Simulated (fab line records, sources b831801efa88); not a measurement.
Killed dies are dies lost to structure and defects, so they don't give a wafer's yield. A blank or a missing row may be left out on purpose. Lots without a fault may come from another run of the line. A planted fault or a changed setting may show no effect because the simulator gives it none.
Problem report in the 8D (eight disciplines) form, filled by code | flow sky130 | the parts of the form that need people (team, actions taken, sign-off) are left out

1. THE PROBLEM
PWDE_TW at SKY_PWDE_TW_MEAS_10 reads a mean of 30.0 on 2 wafers of 2 lots; wafers without a fault read 373.4 with a standard deviation of 2.9. That is -99 or more standard deviations from the usual mean.
First seen on wafer L340.1, day 8 02:51, on film_metro-04. The record holds 41 wafers of 14 lots with a number at this step. Rule for "out", or "out of limits": more than 4 standard deviations from the usual mean. The other wafers with a number count as sound.

2. WHAT IT IS AND WHAT IT IS NOT
question                    | is                           | is not
which readings at this step | PWDE_TW                      | -
which lots                  | L340, L341                   | L322, L323, L324, L325, L326, L327, L328, L329, L330, L331, L332, L344
which wafers of those lots  | L340.1, L341.1               | L340.5, L340.6, L341.5
read on which gauges        | film_metro-03, film_metro-04 | film_metro-01
when                        | from day 8 02:51             | up to then (35 sound wafers); but 4 sound wafers of L341, L344 came after

3. SUSPECTS, AND WHAT RULES EACH OUT
Counting: a tool at a process step up to the reading stays a suspect if it ran every lot that is out. Sound lots after the first of them don't rule it out here, since some wafers of a struck lot are sound.
- the gauge at SKY_PWDE_TW_MEAS_10: ruled out. The wafers that are out were read on 2 gauges (film_metro-03, film_metro-04).
- litho_track-01 at SKY_PWDE_DEVELOP_06 (develop time 60 s): kept. It ran every lot that is out, first L340 (day 8 02:00); its last sound lot up to then is L331 (day 5 20:00).
Left after counting: litho_track-01 at SKY_PWDE_DEVELOP_06.

4. THE CAUSE (what the simulator had put in)
Process parameter drift: litho_track-01, from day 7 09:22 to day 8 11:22, at SKY_PWDE_DEVELOP_06. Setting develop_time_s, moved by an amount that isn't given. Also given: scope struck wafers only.
Counting left only this tool.

5. THE CHAIN OF EFFECTS, in route order
Each row: a reading whose mean over the struck wafers that have a number lies more than 3 standard deviations from the usual. Only readings for which the record gives a usual standard deviation are gone through. hours: the time from each lot's start at the first step in this table that gives one to its start at this step, as a median over the lots. sigmas: the change in usual standard deviations.
hours | step                | reading | usual | on struck wafers | change | sigmas
0     | SKY_PWDE_TW_MEAS_10 | PWDE_TW | 373.4 | 30.0             | -343.3 | -99 or more
Readings that are blank on the struck wafers while sound wafers have them: PWDE_OVL at SKY_PWDE_OVL_MEAS_07.
Later measuring or inspecting steps at which every struck wafer that the step has a row for has a number for every such reading, and none has moved that far: SKY_NWELL_OVL_MEAS_10.

6. WHAT WOULD HAVE CAUGHT IT SOONER
In this record the first reading out of limits at a measuring or inspecting step was taken at day 8 02:51, 17 hours after the fault began at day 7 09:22.
Between SKY_PWDE_DEVELOP_06 and SKY_PWDE_TW_MEAS_10, SKY_PWDE_OVL_MEAS_07 gave no PWDE_OVL on the struck wafers, where sound wafers have one: a measuring or inspecting step that comes back empty is itself a sign.
Of the tool readings at SKY_PWDE_DEVELOP_06 for which the record gives a usual standard deviation, none was out on any struck wafer, so an alarm limit of 4 standard deviations on them would not have fired.
Of the lots that are out (2), L341 began SKY_PWDE_DEVELOP_06 on litho_track-01 after day 8 02:51. A hold on the tool at that time would have spared it.
